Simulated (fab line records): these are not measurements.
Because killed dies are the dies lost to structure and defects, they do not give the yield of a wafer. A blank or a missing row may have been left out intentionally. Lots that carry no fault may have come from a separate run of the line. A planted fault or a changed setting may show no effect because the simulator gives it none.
fab line records -- flow sky130
[record] lots = 13, wafers = 39, last-day = 50
route steps=708 shown POLY_GATE@218 LDD_HVP@286 SD_P@331
lots untouched by any fault: they come from a run of this same line in which no faults occurred
start-h: hours from the record's opening day to when the first of the lot's shown wafers began -- wait-h: hours since the lot's step before -- " repeats the value in the row above -- L1.1+2: one row covering several wafers at once -- - either no value or no given start -- * or withheld: withheld -- < > ~ a bound
route shown NAME@n: NAME is a module with steps in the file, n the number in the route of the first one -- usual: mean/standard deviation taken from wafers without a fault -- same: alike in all rows -- chamber/n: place in a boat -- sites: readings site by site -- _std_site: their standard deviation -- _edge_site: mean of outer sites minus mean of inner sites -- radius-mm: for every site, how far away it sits from the centre of the wafer -- mask NAME#n: copy n -- behind: the last tool/chamber to shape the wafer -- hold: reason for holding the lot/hours on hold/outcome of the hold -- device: which transistor (n, p or np) failed to switch -- end of line: the same wafers' tests at the end of the route -- for a step that has no rows: nothing shown but its recipe -- killed: at the first sort, the dies lost to defects and structure; wafer yield is something else -- map: a wafer's dies, x killed, . not, _ none there
set.NAME: the setting as run; set.NAME@STEP: as run at that earlier step -- model.NAME: the simulator's own value behind a step, which no gauge read
steps of the route over a sample of lots; a table a step, a row a wafer
services: from which hour (start-h, from the record's first day; less than 0 if before it) a tool's chamber was out of use, for how many hours, and why
[[steps]]
[step SKY_POLY_GATE_THK_MEAS_04]
[recipe] reads = Si3N4_of_POLY_GATE_CVD_03
[usual] POLY_GATE_CVD_03_THK = 75.3/0.57
lot.wafer,tool,chamber,start-h,wait-h,POLY_GATE_CVD_03_THK[nm]
L851.2,film-metro-02,-,348.86,0.0,76.4
L851.3,film-metro-02,-,348.86,0.0,75.9
L851.6,film-metro-02,-,348.86,0.0,75.5
L852.3,film-metro-04,-,364.18,0.0,75.9
L852.4,film-metro-04,-,364.18,0.0,75.8
L852.6,film-metro-04,-,364.18,0.0,76.3
L853.1,film-metro-04,-,375.40,0.0,75.2
L853.4,film-metro-04,-,375.40,0.0,75.2
L853.5,film-metro-04,-,375.40,0.0,75.9
L854.1,film-metro-04,-,387.98,0.0,75.4
L854.2,film-metro-04,-,387.98,0.0,75.6
L854.4,film-metro-04,-,387.98,0.0,75.4
L856.1,film-metro-01,-,426.72,0.0,75.0
L856.4,film-metro-01,-,426.72,0.0,74.6
L856.5,film-metro-01,-,426.72,0.0,75.1
L857.2,film-metro-02,-,426.73,0.0,74.9
L857.4,film-metro-02,-,426.73,0.0,75.6
L857.6,film-metro-02,-,426.73,0.0,75.0
L861.1,film-metro-01,-,448.80,0.0,75.7
L861.2,film-metro-01,-,448.80,0.0,75.7
L861.6,film-metro-01,-,448.80,0.0,76.0
L864.3,film-metro-02,-,466.57,0.0,74.7
L864.4,film-metro-02,-,466.57,0.0,75.1
L864.6,film-metro-02,-,466.57,0.0,74.1
L866.1,film-metro-04,-,487.65,0.0,74.3
L866.2,film-metro-04,-,487.65,0.0,73.9
L866.4,film-metro-04,-,487.65,0.0,74.4
L868.2,film-metro-01,-,504.71,0.0,76.3
L868.3,film-metro-01,-,504.71,0.0,76.2
L868.5,film-metro-01,-,504.71,0.0,76.5
L869.1,film-metro-02,-,516.05,0.0,74.9
L869.2,film-metro-02,-,516.05,0.0,75.0
L869.6,film-metro-02,-,516.05,0.0,74.5
L870.2,film-metro-02,-,517.61,0.0,74.0
L870.3,film-metro-02,-,517.61,0.0,74.4
L870.6,film-metro-02,-,517.61,0.0,74.9
L872.2,film-metro-01,-,537.26,0.0,75.3
L872.3,film-metro-01,-,537.26,0.0,74.5
L872.4,film-metro-01,-,537.26,0.0,74.5
[step SKY_POLY_GATE_CD_MEAS_13]
[recipe] target-cd-nm = 150
[usual] cd-nm = 149.9/1.3
lot.wafer,tool,chamber,start-h,wait-h,cd-nm
L851.2,cd-sem-02,-,376.25,-,148.1
L851.3,cd-sem-02,-,376.25,-,148.3
L851.6,cd-sem-02,-,376.25,-,149.2
L852.3,cd-sem-01,-,392.37,-,148.9
L852.4,cd-sem-01,-,392.37,-,150.3
L852.6,cd-sem-01,-,392.37,-,149.0
L853.1,cd-sem-02,-,403.63,-,148.2
L853.4,cd-sem-02,-,403.63,-,147.6
L853.5,cd-sem-02,-,403.63,-,147.5
L854.1,cd-sem-01,-,417.88,-,149.6
L854.2,cd-sem-01,-,417.88,-,149.0
L854.4,cd-sem-01,-,417.88,-,149.0
L857.2,cd-sem-01,-,456.85,-,149.6
L857.4,cd-sem-01,-,456.85,-,150.3
L857.6,cd-sem-01,-,456.85,-,149.7
L856.1,cd-sem-02,-,457.78,-,150.6
L856.4,cd-sem-02,-,457.78,-,149.2
L856.5,cd-sem-02,-,457.78,-,148.9
L861.1,cd-sem-01,-,480.13,-,148.5
L861.2,cd-sem-01,-,480.13,-,150.0
L861.6,cd-sem-01,-,480.13,-,149.2
L864.3,cd-sem-01,-,496.97,-,148.8
L864.4,cd-sem-01,-,496.97,-,149.4
L864.6,cd-sem-01,-,496.97,-,149.0
L866.1,cd-sem-01,-,518.18,-,150.5
L866.2,cd-sem-01,-,518.18,-,151.7
L866.4,cd-sem-01,-,518.18,-,149.9
L868.2,cd-sem-02,-,534.55,-,152.1
L868.3,cd-sem-02,-,534.55,-,152.2
L868.5,cd-sem-02,-,534.55,-,151.3
L869.1,cd-sem-01,-,545.53,-,149.2
L869.2,cd-sem-01,-,545.53,-,149.4
L869.6,cd-sem-01,-,545.53,-,148.4
L870.2,cd-sem-02,-,547.10,-,150.2
L870.3,cd-sem-02,-,547.10,-,150.7
L870.6,cd-sem-02,-,547.10,-,150.1
L872.2,cd-sem-02,-,567.45,-,149.4
L872.3,cd-sem-02,-,567.45,-,150.9
L872.4,cd-sem-02,-,567.45,-,149.2
[step SKY_LDD_HVP_IMPLANT_08]
[recipe] species = B, energy-kev = 20, dose-cm2 = 1.735e+13, tilt-deg = 17.9
[usual] beam-on-s = 10.00/0.21, end-station-pressure-torr = 5.07e-06/2.6e-07, faraday-current-uA = 97.8/2
[same] implant-ion-amu = 11
lot.wafer,tool,chamber,start-h,wait-h,beam-on-s,end-station-pressure-torr,faraday-current-uA
L851.2,implanter-03,0,499.45,0.0,10.05,5.08e-06,97.4
L851.3,implanter-03,0,499.45,0.0,9.75,5.04e-06,100.7
L851.6,implanter-03,0,499.45,0.0,10.27,5.23e-06,94.8
L852.3,implanter-03,0,519.62,0.1,9.85,5.13e-06,99.4
L852.4,implanter-03,0,519.62,0.1,9.99,5.04e-06,97.7
L852.6,implanter-03,0,519.62,0.1,9.81,4.86e-06,99.7
L853.1,implanter-02,0,528.32,0.0,9.89,4.85e-06,99.1
L853.4,implanter-02,0,528.32,0.0,10.21,5.47e-06,95.8
L853.5,implanter-02,0,528.32,0.0,9.80,4.9e-06,99.3
L854.1,implanter-03,0,544.42,0.0,10.10,5e-06,96.8
L854.2,implanter-03,0,544.42,0.0,9.83,4.88e-06,99.3
L854.4,implanter-03,0,544.42,0.0,9.75,5.32e-06,100.4
L857.2,implanter-02,0,580.34,0.0,10.19,5.01e-06,95.7
L857.4,implanter-02,0,580.34,0.0,10.20,5.39e-06,96.2
L857.6,implanter-02,0,580.34,0.0,9.96,4.89e-06,98.4
L856.1,implanter-02,0,586.62,0.0,9.77,4.87e-06,100.1
L856.4,implanter-02,0,586.62,0.0,9.96,5.15e-06,97.7
L856.5,implanter-02,0,586.62,0.0,9.91,4.67e-06,98.9
L861.1,implanter-01,0,603.67,0.0,10.91,6.04e-05,86.5
L861.2,implanter-01,0,603.67,0.0,10.70,5.927e-05,88.4
L861.6,implanter-01,0,603.67,0.0,10.70,6.142e-05,87.6
L864.3,implanter-01,0,619.82,0.1,11.28,6.431e-05,84.1
L864.4,implanter-01,0,619.82,0.1,11.20,6.722e-05,84.3
L864.6,implanter-01,0,619.82,0.1,10.85,6.19e-05,86.8
L866.1,implanter-02,0,638.37,0.0,10.17,4.92e-06,96.2
L866.2,implanter-02,0,638.37,0.0,10.23,5.5e-06,95.4
L866.4,implanter-02,0,638.37,0.0,10.14,5.14e-06,96.7
L868.2,implanter-03,0,655.84,0.0,10.21,5.11e-06,96.1
L868.3,implanter-03,0,655.84,0.0,10.09,5.24e-06,97.3
L868.5,implanter-03,0,655.84,0.0,9.76,4.88e-06,100.6
L869.1,implanter-03,0,664.12,0.0,9.96,5.11e-06,98.1
L869.2,implanter-03,0,664.12,0.0,10.09,5.31e-06,97.0
L869.6,implanter-03,0,664.12,0.0,9.75,5.05e-06,100.5
L870.2,implanter-03,0,666.04,0.0,10.33,5.06e-06,95.2
L870.3,implanter-03,0,666.04,0.0,10.23,5.42e-06,95.9
L870.6,implanter-03,0,666.04,0.0,9.80,5.12e-06,100.0
L872.2,implanter-02,0,685.49,0.0,10.00,4.83e-06,98.0
L872.3,implanter-02,0,685.49,0.0,10.22,5.2e-06,96.0
L872.4,implanter-02,0,685.49,0.0,10.01,4.8e-06,97.6
[step SKY_LDD_HVP_TW_MEAS_10]
[usual] LDD_HVP_TW = 459/5.2
lot.wafer,tool,chamber,start-h,wait-h,LDD_HVP_TW
L851.2,film-metro-04,-,499.68,0.1,457
L851.3,film-metro-04,-,499.68,0.1,454
L851.6,film-metro-04,-,499.68,0.1,451
L852.3,film-metro-01,-,519.84,0.1,456
L852.4,film-metro-01,-,519.84,0.1,456
L852.6,film-metro-01,-,519.84,0.1,458
L853.1,film-metro-01,-,528.57,0.1,455
L853.4,film-metro-01,-,528.57,0.1,459
L853.5,film-metro-01,-,528.57,0.1,458
L854.1,film-metro-01,-,544.67,0.1,457
L854.2,film-metro-01,-,544.67,0.1,457
L854.4,film-metro-01,-,544.67,0.1,456
L857.2,film-metro-03,-,580.58,0.1,466
L857.4,film-metro-03,-,580.58,0.1,466
L857.6,film-metro-03,-,580.58,0.1,462
L856.1,film-metro-04,-,586.87,0.1,453
L856.4,film-metro-04,-,586.87,0.1,451
L856.5,film-metro-04,-,586.87,0.1,456
L861.1,film-metro-03,-,603.92,0.1,477
L861.2,film-metro-03,-,603.92,0.1,481
L861.6,film-metro-03,-,603.92,0.1,481
L864.3,film-metro-01,-,620.04,0.1,470
L864.4,film-metro-01,-,620.04,0.1,469
L864.6,film-metro-01,-,620.04,0.1,470
L866.1,film-metro-03,-,638.62,0.1,466
L866.2,film-metro-03,-,638.62,0.1,466
L866.4,film-metro-03,-,638.62,0.1,469
L868.2,film-metro-01,-,656.08,0.1,460
L868.3,film-metro-01,-,656.08,0.1,459
L868.5,film-metro-01,-,656.08,0.1,459
L869.1,film-metro-01,-,664.37,0.1,456
L869.2,film-metro-01,-,664.37,0.1,461
L869.6,film-metro-01,-,664.37,0.1,458
L870.2,film-metro-01,-,666.28,0.1,457
L870.3,film-metro-01,-,666.28,0.1,461
L870.6,film-metro-01,-,666.28,0.1,459
L872.2,film-metro-04,-,685.73,0.1,456
L872.3,film-metro-04,-,685.73,0.1,455
L872.4,film-metro-04,-,685.73,0.1,454
[step SKY_SD_P_TW_MEAS_11]
[usual] SD_P_TW = 2805/16
lot.wafer,tool,chamber,start-h,wait-h,SD_P_TW
L851.2,film-metro-04,-,596.21,0.1,2785
L851.3,film-metro-04,-,596.21,0.1,2805
L851.6,film-metro-04,-,596.21,0.1,2790
L852.3,film-metro-04,-,610.06,0.1,2823
L852.4,film-metro-04,-,610.06,0.1,2806
L852.6,film-metro-04,-,610.06,0.1,2814
L853.1,film-metro-01,-,619.04,0.1,2831
L853.4,film-metro-01,-,619.04,0.1,2827
L853.5,film-metro-01,-,619.04,0.1,2828
L854.1,film-metro-04,-,635.54,0.1,2790
L854.2,film-metro-04,-,635.54,0.1,2814
L854.4,film-metro-04,-,635.54,0.1,2802
L857.2,film-metro-02,-,668.55,0.1,2794
L857.4,film-metro-02,-,668.55,0.1,2800
L857.6,film-metro-02,-,668.55,0.1,2783
L856.1,film-metro-04,-,676.59,0.1,2804
L856.4,film-metro-04,-,676.59,0.1,2794
L856.5,film-metro-04,-,676.59,0.1,2792
L861.1,film-metro-02,-,692.44,0.1,2827
L861.2,film-metro-02,-,692.44,0.1,2837
L861.6,film-metro-02,-,692.44,0.1,2827
L864.3,film-metro-01,-,708.01,0.1,2809
L864.4,film-metro-01,-,708.01,0.1,2817
L864.6,film-metro-01,-,708.01,0.1,2817
L866.1,film-metro-01,-,730.26,0.1,2792
L866.2,film-metro-01,-,730.26,0.1,2816
L866.4,film-metro-01,-,730.26,0.1,2814
L868.2,film-metro-04,-,739.55,0.1,2813
L868.3,film-metro-04,-,739.55,0.1,2798
L868.5,film-metro-04,-,739.55,0.1,2780
L869.1,film-metro-04,-,753.39,0.1,2790
L869.2,film-metro-04,-,753.39,0.1,2775
L869.6,film-metro-04,-,753.39,0.1,2798
L870.2,film-metro-04,-,754.70,0.1,2791
L870.3,film-metro-04,-,754.70,0.1,2783
L870.6,film-metro-04,-,754.70,0.1,2774
L872.2,film-metro-04,-,768.20,0.1,2800
L872.3,film-metro-04,-,768.20,0.1,2782
L872.4,film-metro-04,-,768.20,0.1,2801
[[services]]
tool,chamber,start-h,hours,kind
implanter-01,-,498.74,1.0,repair
implanter-03,-,539.05,1.6,repair
implanter-01,-,539.59,2.8,pm
implanter-01,-,546.78,2.7,repair
implanter-02,-,559.04,4.7,repair
implanter-03,-,589.57,1.0,repair
implanter-03,-,602.08,3.9,repair
implanter-03,-,616.09,2.8,repair
implanter-03,-,628.29,13.7,repair
implanter-01,-,676.93,1.3,repair
[[key]]
[first-sign] step = SKY_LDD_HVP_IMPLANT_08, reading = end-station-pressure-torr, direction = up, sigmas = 99+, usual = 5.07e-06, struck = 6.242e-05
[effect] step = SKY_LDD_HVP_IMPLANT_08, reading = faraday-current-uA, direction = down, sigmas = 5.8, usual = 97.8, struck = 86.3
[effect] step = SKY_LDD_HVP_TW_MEAS_10, reading = LDD_HVP_TW, direction = up, sigmas = 3.1, usual = 459, struck = 475
met-at SKY_LDD_HVP_IMPLANT_08
struck-lots L861,L864
tester-left-out L861,L864
not-acting-at SKY_POLY_GATE_THK_MEAS_04,SKY_POLY_GATE_CD_MEAS_13,SKY_SD_P_TW_MEAS_11
[fault] kind = process-parameter-drift, tool = implanter-01, chamber = -, onset-h = 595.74, steps = SKY_LDD_HVP_IMPLANT_08, channel = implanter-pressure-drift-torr, offset = 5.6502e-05, shape = step, end-h = 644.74
[fault] kind = process-parameter-drift, tool = implanter-01, chamber = -, onset-h = 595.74, steps = SKY_LDD_HVP_IMPLANT_08, channel = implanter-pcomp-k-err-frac, offset = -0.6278, shape = step, end-h = 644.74
// tester-left-out: of these lots the tester's yield and bins aren't shown, on N5 and GAA mostly nor the transistor test; their killed dies are dies lost to structure and defects alone, not to doping, threshold or leakage, so they don't give the yield
